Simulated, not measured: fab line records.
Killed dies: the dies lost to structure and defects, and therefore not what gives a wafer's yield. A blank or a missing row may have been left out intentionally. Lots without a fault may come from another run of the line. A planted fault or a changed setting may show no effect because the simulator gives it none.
2 desks looking at one fault	flow gf180mcu	each desk holds nothing but its own numbers, with what lay behind them at the end

FOR THE TOOL OWNER'S DESK: implanter-04
For each lot that ran on this tool, the mean over its sampled wafers that have a number, from the tool's own readings at GF_HV_LDD_IMPLANT_21. Marked OUT: a lot whose mean sits more than 4 standard deviations from the usual mean, which makes it out of limits; the brackets give that distance.
Columns: A = beam on s at GF_HV_LDD_IMPLANT_21, usual 10.00 s; B = dose ions cm2 at GF_HV_LDD_IMPLANT_21, usual 5e+13; C = faraday current uA at GF_HV_LDD_IMPLANT_21, usual 282
lot	first seen here	A	B	C
L208	day 11 01:49	9.97	5e+13	283
L210	day 11 13:10	9.91	5e+13	284
L211	day 12 00:11	10.11	5e+13	278
L212	day 12 06:03	10.00	5e+13	282
L213	day 12 20:37	9.96	5e+13	283
L216	day 13 17:37	9.83	5e+13	287
L223	day 16 09:41	9.42	5e+13	300
L227	day 16 23:59	9.04 (-4.6) OUT	5e+13	314 (+5.5) OUT
This desk finds L227 out of limits, L227 being first, at day 16 23:59 (beam on s at GF_HV_LDD_IMPLANT_21). L208, L210, L211, L212, L213, L216, L223 stayed within limits.

THE METROLOGY DESK
What the gauges read, lot by lot, whatever tool the lot ran on: means of the sampled wafers that have a number. Marked OUT: a lot whose mean sits more than 4 standard deviations from the usual mean, which makes it out of limits; the brackets give that distance.
Columns: A = NWELL_RS at GF_VT_IMPLANT_RS_MEAS_47, usual 488.3 ohm/sq; B = DUAL_GATE_OXIDATION_00_THK at GF_DUAL_GATE_THK_MEAS_03, usual 10.95 nm; C = HV_LDD_OVL at GF_HV_LDD_OVL_MEAS_08, usual -0.7 nm; D = HV_LDD_2_TW at GF_HV_LDD_TW_MEAS_23, usual 1051
lot	first seen here	A	B	C	D
L207	day 7 13:51	488.6	11.08	0.5	1073
L208	day 7 19:25	488.4	11.20	-3.0	1042
L209	day 7 23:26	487.3	11.19	-1.3	1051
L210	day 8 02:55	489.1	10.88	0.7	1049
L211	day 8 16:56	489.5	10.86	-0.7	1044
L212	day 8 20:45	486.2	11.11	-1.2	1046
L213	day 9 10:34	487.8	10.94	-2.2	1049
L215	day 10 01:38	488.9	11.12	0.7	1078
L216	day 10 05:50	487.7	10.37	-0.3	1042
L217	day 10 18:26	491.0	11.17	-1.3	1045
L218	day 10 19:50	488.5	11.10	-2.5	1043
L223	day 12 14:12	490.2	10.65	-2.3	1021
L227	day 13 00:53	489.8	10.87	1.2	1004
L228	day 13 14:31	486.4	10.77	-1.6	1038
This desk found nothing out of limits on any of the 14 lots.

ALL TOGETHER
The tool owner's desk had the chance to raise an alarm at day 16 23:59 on L227.
Nothing out of limits was seen by the metrology desk.
The metrology desk has L227 on record, within its limits.
On implanter-04, each named lot ran GF_HV_LDD_IMPLANT_21.

WHAT THE SIMULATOR PUT IN
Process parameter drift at GF_HV_LDD_IMPLANT_21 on implanter-04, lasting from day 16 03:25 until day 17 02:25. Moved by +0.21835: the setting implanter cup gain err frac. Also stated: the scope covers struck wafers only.
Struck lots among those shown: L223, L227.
Hours from the fault's start to each desk's first reading out of limits: the tool owner's desk, 21.
